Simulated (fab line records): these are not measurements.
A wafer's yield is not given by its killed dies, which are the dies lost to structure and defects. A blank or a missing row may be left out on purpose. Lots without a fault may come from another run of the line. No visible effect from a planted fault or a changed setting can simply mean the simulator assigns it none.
2 desks, one fault -- flow gf180mcu -- only its own numbers are on each desk; what lay behind them is given at the end

== THE TOOL OWNER'S DESK: plasma_asher-01 ==
The tool's own readings at GF_LVPWELL_STRIP_10 (strips in O2/N2): means of the sampled wafers that have a number, for each lot that ran on this tool. The brackets show how far a lot's mean lies from the usual mean; more than 4 standard deviations puts the lot out of limits, marked OUT.
Columns: A = chamber_pressure_mTorr at GF_LVPWELL_STRIP_10, usual 1499.9 mTorr; B = drypump_motor_current_A at GF_LVPWELL_STRIP_10, usual 5.7 A; C = heater_power_w at GF_LVPWELL_STRIP_10, usual 326 W; D = oes_product_au at GF_LVPWELL_STRIP_10, usual 0.722 a.u.; E = platen_temp_c at GF_LVPWELL_STRIP_10, usual 249.99 C; F = strip_time_to_endpoint_s at GF_LVPWELL_STRIP_10, usual 36.99 s
lot,first seen here,A,B,C,D,E,F
L803,day 3 21:50,1500.9,5.1,349,0.720,250.22,36.98
L813,day 6 13:05,1201.1 (-99 or more) OUT,5.1,346,0.687 (-7.4) OUT,249.83,40.06 (+31) OUT
L814,day 6 21:44,1198.7 (-99 or more) OUT,5.1,349,0.685 (-7.9) OUT,249.81,39.90 (+29) OUT
This desk's verdict: out of limits on L813, L814, starting with L813 at day 6 13:05 (chamber_pressure_mTorr at GF_LVPWELL_STRIP_10). Within limits: L803.

== FROM THE METROLOGY DESK ==
Means of the sampled wafers that have a number, per lot and without regard to the tool the lot ran on: this is what the gauges read. The brackets show how far a lot's mean lies from the usual mean; more than 4 standard deviations puts the lot out of limits, marked OUT.
Columns: A = NWELL_RS at GF_VT_IMPLANT_RS_MEAS_47, usual 488.4 ohm/sq; B = CONTACT_W_THK at GF_CONTACT_THK_MEAS_26, usual 307 nm
lot,first seen here,A,B
L803,day 7 11:28,487.0,300
L804,day 7 18:40,489.9,315
L813,day 10 15:19,489.9,314
L814,day 11 02:12,487.8,308
L815,day 11 03:46,488.9,300
L816,day 11 07:52,489.3,303
L817,day 11 13:07,489.3,305
L819,day 12 02:07,487.3,305
L818,day 12 02:42,488.8,304
L820,day 12 09:34,487.1,301
L821,day 12 12:33,488.3,299
L823,day 13 02:56,489.7,311
L826,day 14 08:55,487.8,304
This desk's finding: nothing out of limits on any of the 13 lots.

== TAKEN TOGETHER ==
The tool owner's desk could have raised an alarm at day 6 13:05, on L813, L814.
At the metrology desk, nothing out of limits was observed.
The metrology desk holds a record of L813, L814, inside its limits.
Every lot named ran GF_LVPWELL_STRIP_10 on plasma_asher-01.

== WHAT THE SIMULATOR HAD INSERTED ==
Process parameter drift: plasma_asher-01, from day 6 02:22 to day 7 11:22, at GF_LVPWELL_STRIP_10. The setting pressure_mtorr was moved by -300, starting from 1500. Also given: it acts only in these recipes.
Shown lots that were struck: L813, L814.
Hours from the fault's start to each desk's first reading out of limits: the tool owner's desk, 11.
